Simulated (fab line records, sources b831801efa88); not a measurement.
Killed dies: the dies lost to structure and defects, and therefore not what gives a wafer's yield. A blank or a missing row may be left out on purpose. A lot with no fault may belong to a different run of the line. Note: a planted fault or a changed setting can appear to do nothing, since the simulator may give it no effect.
What tool caused it? + flow sky130 + 12 lots with 36 wafers sampled at 2 steps, on a route of 708 steps

WHAT THE GAUGES SHOWED, per wafer
SKY_METAL5_RS_MEAS_05: the measuring method here is four-point-probe. Usual: for METAL5_ALCU_RS the level is 0.0271 ohm/sq and the standard deviation is 0.00032.
| lot  | measured     | on            | METAL5_ALCU_RS (ohm/sq) | flag |
|------|--------------|---------------|-------------------------|------|
| L378 | day 43 02:46 | film_metro-02 | 0.0272 0.0271 0.0273    |      |
| L380 | day 43 14:20 | film_metro-02 | 0.0273 0.0271 0.0271    |      |
| L379 | day 43 15:25 | film_metro-02 | 0.0269 0.0265 0.0269    |      |
| L382 | day 44 06:05 | film_metro-03 | 0.0274 0.0275 0.0277    |      |
| L383 | day 45 10:20 | film_metro-04 | 0.0272 0.0270 0.0273    |      |
| L386 | day 45 14:14 | film_metro-04 | 0.0272 0.0269 0.0275    |      |
| L388 | day 45 17:54 | film_metro-03 | 0.0276 0.0272 0.0278    |      |
| L391 | day 46 15:55 | film_metro-02 | 0.0267 0.0271 0.0270    |      |
| L393 | day 46 21:53 | film_metro-04 | 0.0270 0.0268 0.0267    |      |
| L394 | day 47 01:34 | film_metro-02 | 0.0270 0.0271 0.0271    |      |
| L399 | day 48 09:46 | film_metro-04 | 0.0277 0.0273 0.0277    |      |
| L400 | day 48 13:45 | film_metro-03 | 0.0265 0.0267 0.0268    |      |

EACH LOT AND THE TOOL THAT RAN IT (in order: tool; ch and the chambers of the sampled wafers; start)
| lot  | SKY_METAL5_SPUTTER_02        |
|------|------------------------------|
| L378 | pvd_sputter-01, day 43 02:39 |
| L380 | pvd_sputter-01, day 43 14:10 |
| L379 | pvd_sputter-03, day 43 15:16 |
| L382 | pvd_sputter-01, day 44 05:58 |
| L383 | pvd_sputter-01, day 45 10:13 |
| L386 | pvd_sputter-01, day 45 14:07 |
| L388 | pvd_sputter-01, day 45 17:43 |
| L391 | pvd_sputter-01, day 46 15:46 |
| L393 | pvd_sputter-01, day 46 21:45 |
| L394 | pvd_sputter-01, day 47 01:25 |
| L399 | pvd_sputter-03, day 48 09:37 |
| L400 | pvd_sputter-04, day 48 13:38 |
- SKY_METAL5_SPUTTER_02: material AlCu, target thk 1150 nm, time 61.2 s.

WHAT THE TOOLS THEMSELVES READ (means of the sampled wafers that have a number; where no wafer has one, the mark that the record gives instead)
SKY_METAL5_SPUTTER_02. Usual: throttle_valve_pct reads 30.1 % (standard deviation 1.1).
| lot  | tool           | throttle_valve_pct (%) | flag |
|------|----------------|------------------------|------|
| L378 | pvd_sputter-01 | 29.9                   |      |
| L380 | pvd_sputter-01 | 30.2                   |      |
| L379 | pvd_sputter-03 | 29.7                   |      |
| L382 | pvd_sputter-01 | 30.5                   |      |
| L383 | pvd_sputter-01 | 29.8                   |      |
| L386 | pvd_sputter-01 | 30.4                   |      |
| L388 | pvd_sputter-01 | 29.9                   |      |
| L391 | pvd_sputter-01 | 29.8                   |      |
| L393 | pvd_sputter-01 | 29.9                   |      |
| L394 | pvd_sputter-01 | 29.9                   |      |
| L399 | pvd_sputter-03 | 29.3                   |      |
| L400 | pvd_sputter-04 | 29.9                   |      |

THE ANSWER, worked out from the rows above alone
Rule: a lot counts as off when the mean over its wafers that have a number is more than 3 standard deviations away from the usual mean. A lot without any number at a reading at which 4 lots or more have one is off too. All remaining lots with rows at the step are treated as sound. After the gauges, taken in route order, come the tools' own readings; for these a lot's mean is taken, as printed above. At the first step where some lot is off, the reading lying furthest off is the one used; lots without a number count as furthest.
None of the lots is off at any reading shown; this tells nothing.

WHAT WAS PUT IN BY THE SIMULATOR
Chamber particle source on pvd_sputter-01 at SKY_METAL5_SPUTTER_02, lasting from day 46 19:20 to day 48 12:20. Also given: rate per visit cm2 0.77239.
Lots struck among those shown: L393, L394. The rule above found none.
